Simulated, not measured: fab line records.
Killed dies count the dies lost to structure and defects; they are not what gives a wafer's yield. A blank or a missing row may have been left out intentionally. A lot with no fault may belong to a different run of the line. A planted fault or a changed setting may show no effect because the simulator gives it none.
The tool behind it: which one? + flow sky130 + 13 lots with 39 wafers sampled at 4 steps, on a route of 708 steps

== WHAT THE GAUGES SHOWED, per wafer ==
SKY_VT_ADJUST_LVTN_OVL_MEAS_18. Usual: for VT_ADJUST_LVTN_01_OVL the level is -0.5 nm and the standard deviation is 1.5.
| lot  | measured     | on         | VT_ADJUST_LVTN_01_OVL (nm) | flag |
|------|--------------|------------|----------------------------|------|
| L777 | day 7 11:21  | overlay-01 | -3.1 -1.9 -3.3             |      |
| L778 | day 7 19:22  | overlay-02 | 0.7 2.8 1.1                |      |
| L779 | day 7 22:36  | overlay-02 | 0.3 -1.4 -1.7              |      |
| L781 | day 8 19:55  | overlay-01 | 0.0 -2.3 -0.3              |      |
| L786 | day 10 01:07 | overlay-01 | -0.5 -0.1 -0.3             |      |
| L789 | day 10 22:43 | overlay-02 | 0.5 -3.0 0.9               |      |
| L790 | day 11 02:42 | overlay-02 | -2.0 -1.6 -1.4             |      |
| L792 | day 11 19:30 | overlay-01 | -1.7 -0.6 -1.7             |      |
| L794 | day 12 20:13 | overlay-01 | 1.9 -0.2 0.8               |      |
| L796 | day 13 11:07 | overlay-02 | -1.5 -1.5 -1.3             |      |
| L798 | day 13 23:16 | overlay-02 | -0.2 -3.1 0.2              |      |
| L799 | day 14 03:20 | overlay-02 | -0.7 -1.9 -1.2             |      |
| L800 | day 15 21:26 | overlay-02 | 0.6 0.1 0.7                |      |

SKY_SD_N_CD_MEAS_07: target cd 380 nm. Usual: cdNm 380.0 nm, standard deviation 2.6.
| lot  | measured     | on       | cdNm (nm)         | flag |
|------|--------------|----------|-------------------|------|
| L777 | day 27 07:39 | cdSem-02 | 383.1 382.3 381.7 |      |
| L778 | day 27 20:18 | cdSem-02 | 380.6 383.0 383.9 |      |
| L779 | day 27 19:26 | cdSem-02 | 382.2 383.5 384.4 |      |
| L781 | day 29 01:23 | cdSem-01 | 336.2 334.8 333.4 | OFF  |
| L786 | day 30 18:14 | cdSem-02 | 380.0 383.6 383.2 |      |
| L789 | day 31 17:26 | cdSem-01 | 379.3 380.2 380.7 |      |
| L790 | day 32 01:13 | cdSem-02 | 377.8 377.3 376.2 |      |
| L792 | day 32 19:26 | cdSem-02 | 374.2 370.6 376.1 |      |
| L794 | day 34 01:26 | cdSem-01 | 380.7 377.3 379.3 |      |
| L796 | day 34 15:50 | cdSem-01 | 380.1 381.1 382.0 |      |
| L798 | day 35 05:25 | cdSem-01 | 378.3 378.6 378.5 |      |
| L799 | day 35 06:31 | cdSem-01 | 380.2 379.8 380.0 |      |
| L800 | day 36 23:10 | cdSem-02 | 381.9 378.5 380.2 |      |

== WHAT TOOL EACH LOT RAN ON (gives the tool, then ch and the chambers of the sampled wafers, and finally the start) ==
| lot  | SKY_POLY_GATE_ETCH_16             | SKY_SD_N_EXPOSE_04                 |
|------|-----------------------------------|------------------------------------|
| L777 | rieDiel-04 ch 0,3, day 15 22:38   | ilineStepper-01 ch 0, day 26 17:27 |
| L778 | rieDiel-03 ch 1,2,3, day 16 07:44 | ilineStepper-02 ch 0, day 27 06:06 |
| L779 | rieDiel-01 ch 0,1,2, day 16 09:39 | ilineStepper-02 ch 0, day 27 05:10 |
| L781 | rieDiel-01 ch 0,1,3, day 17 14:11 | ilineStepper-02 ch 0, day 28 11:22 |
| L786 | rieDiel-01 ch 0,1,3, day 19 11:35 | ilineStepper-02 ch 0, day 30 04:43 |
| L789 | rieDiel-04 ch 0,1,2, day 20 13:05 | ilineStepper-01 ch 0, day 31 04:01 |
| L790 | rieDiel-03 ch 1,2, day 20 22:56   | ilineStepper-02 ch 0, day 31 12:34 |
| L792 | rieDiel-03 ch 0,2, day 21 19:41   | ilineStepper-02 ch 0, day 32 06:23 |
| L794 | rieDiel-03 ch 0,1,3, day 23 02:20 | ilineStepper-01 ch 0, day 33 11:37 |
| L796 | rieDiel-01 ch 0,1, day 23 18:23   | ilineStepper-01 ch 0, day 34 03:34 |
| L798 | rieDiel-01 ch 0,1,3, day 24 06:05 | ilineStepper-01 ch 0, day 34 15:43 |
| L799 | rieDiel-03 ch 0,1, day 24 12:51   | ilineStepper-02 ch 0, day 34 17:22 |
| L800 | rieDiel-04 ch 0,2,3, day 26 12:17 | ilineStepper-02 ch 0, day 36 11:26 |
- SKY_POLY_GATE_ETCH_16: etches Si3N4 in CH3F/O2, stops on poly-Si, time 147.5 s, target depth 75 nm.
- SKY_SD_N_EXPOSE_04: exposes mask NSDM, target cd 380 nm.

== AS READ BY THE TOOLS THEMSELVES (means over the sampled wafers that have a number; for cases with no such wafer, the mark the record gives instead) ==
SKY_POLY_GATE_ETCH_16. Usual: biasW 80.01 W, standard deviation 0.26; drypumpMotorCurrentA 5.6 A, standard deviation 0.38; oesProductAu 0.638 a.u., standard deviation 0.0054; throttleValvePct 10.535 %, standard deviation 0.0094.
| lot  | tool       | biasW (W) | drypumpMotorCurrentA (A) | oesProductAu (a.u.) | throttleValvePct (%) | flag |
|------|------------|-----------|--------------------------|---------------------|----------------------|------|
| L777 | rieDiel-04 | 80.14     | 5.7                      | 0.637               | 10.535               |      |
| L778 | rieDiel-03 | 79.88     | 5.9                      | 0.633               | 10.545               |      |
| L779 | rieDiel-01 | 80.32     | 5.2                      | 0.641               | 10.526               |      |
| L781 | rieDiel-01 | 80.10     | 5.5                      | 0.634               | 10.527               |      |
| L786 | rieDiel-01 | 79.82     | 5.5                      | 0.642               | 10.542               |      |
| L789 | rieDiel-04 | 79.92     | 5.7                      | 0.638               | 10.532               |      |
| L790 | rieDiel-03 | 79.96     | 5.8                      | 0.637               | 10.541               |      |
| L792 | rieDiel-03 | 79.82     | 5.7                      | 0.631               | 10.534               |      |
| L794 | rieDiel-03 | 79.66     | 5.5                      | 0.636               | 10.533               |      |
| L796 | rieDiel-01 | 79.99     | 5.2                      | 0.642               | 10.521               |      |
| L798 | rieDiel-01 | 80.20     | 5.4                      | 0.633               | 10.535               |      |
| L799 | rieDiel-03 | 79.88     | 5.5                      | 0.640               | 10.540               |      |
| L800 | rieDiel-04 | 79.91     | 5.7                      | 0.641               | 10.528               |      |

SKY_SD_N_EXPOSE_04. Usual: focusOffsetNm -0.1 nm, standard deviation 0.48.
| lot  | tool            | focusOffsetNm (nm) | flag |
|------|-----------------|--------------------|------|
| L777 | ilineStepper-01 | 0.1                |      |
| L778 | ilineStepper-02 | 0.5                |      |
| L779 | ilineStepper-02 | -0.1               |      |
| L781 | ilineStepper-02 | -0.3               |      |
| L786 | ilineStepper-02 | -0.1               |      |
| L789 | ilineStepper-01 | 0.1                |      |
| L790 | ilineStepper-02 | 0.2                |      |
| L792 | ilineStepper-02 | -0.1               |      |
| L794 | ilineStepper-01 | 0.1                |      |
| L796 | ilineStepper-01 | 0.0                |      |
| L798 | ilineStepper-01 | -0.2               |      |
| L799 | ilineStepper-02 | -0.2               |      |
| L800 | ilineStepper-02 | -0.6               |      |

== THE ANSWER, worked out from the rows above alone ==
Rule: take the mean of a lot's wafers that have a number; if it is more than 3 standard deviations from the usual mean, the lot is off. A lot without any number at a reading at which 4 lots or more have one is off too. The other lots that the step has rows for count as sound. First the gauges in route order, then the tools' own readings, where a lot's mean is used as printed above. At the first step where some lot is off, the reading lying furthest off is the one used; lots without a number count as furthest.
Off: L781 (SKY_SD_N_CD_MEAS_07, cdNm).
A tool fits if, at a process step before that reading, it ran every lot that is off, and no sound lot after the first of them. Those tools and the gauges at SKY_SD_N_CD_MEAS_07 are tried in the same way. Of those tried, none fits.

== WHAT HAD BEEN PUT IN BY THE SIMULATOR ==
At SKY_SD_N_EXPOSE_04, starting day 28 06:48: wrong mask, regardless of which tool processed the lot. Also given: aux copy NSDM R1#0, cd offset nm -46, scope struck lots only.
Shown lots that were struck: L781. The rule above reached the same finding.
